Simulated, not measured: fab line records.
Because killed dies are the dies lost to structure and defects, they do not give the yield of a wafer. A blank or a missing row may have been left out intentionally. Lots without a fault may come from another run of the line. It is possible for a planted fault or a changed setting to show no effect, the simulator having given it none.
Chamber matching + flow gf180mcu + 3 sister chambers for GF_V3_CVD_02 on pecvd-04
The step deposits SiO2 from TEOS, target thk 850 nm, time 94.851 s. 3 wafers are shown with their chamber, then 11 later ones without.

WAFERS, EACH WITH ITS CHAMBER
| wafer  | chamber | heater_power_w (W) |
|--------|---------|--------------------|
| L089.4 | 2       | 621                |
| L089.6 | 1       | 608                |
| L090.3 | 0       | 637                |

WAFERS WHOSE CHAMBER IS MISSING
| wafer  | heater_power_w (W) |
|--------|--------------------|
| L090.5 | 674                |
| L090.6 | 654                |
| L091.2 | 722                |
| L091.3 | 523                |
| L091.6 | 590                |
| L092.3 | 629                |
| L092.4 | 672                |
| L092.5 | 727                |
| L097.1 | 611                |
| L097.3 | 658                |
| L097.6 | 646                |

THE CHAMBER EACH PASSED THROUGH
| wafer  | from the rows above          | in truth |
|--------|------------------------------|----------|
| L090.5 | can't be placed: 0 or 2 or 1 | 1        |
| L090.6 | can't be placed: 0 or 2 or 1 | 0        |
| L091.2 | can't be placed: 0 or 2 or 1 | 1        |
| L091.3 | can't be placed: 1 or 2 or 0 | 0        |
| L091.6 | can't be placed: 1 or 2 or 0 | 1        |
| L092.3 | can't be placed: 0 or 2 or 1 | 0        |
| L092.4 | can't be placed: 0 or 2 or 1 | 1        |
| L092.5 | can't be placed: 0 or 2 or 1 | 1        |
| L097.1 | can't be placed: 1 or 2 or 0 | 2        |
| L097.3 | can't be placed: 0 or 2 or 1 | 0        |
| L097.6 | can't be placed: 0 or 2 or 1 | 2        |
Placed correctly: 0 of 11. These rows do not allow placing 11 (true chamber among the candidates in 11). Number placed wrongly: 0.
How it was worked out, from the rows above alone: a wafer's distance from a chamber is the root of the sum, over the readings, of the square of ((its reading less the chamber's mean) divided by the reading's scatter). If the next closest chamber is less than 2 further off than the closest, the wafer can't be placed; otherwise it belongs to the closest. For every chamber, the mean is computed from those of its wafers that are shown. The scatter: with one shown wafer a chamber, the root of the mean of the squares of how far each hidden wafer lies from its nearest shown one.
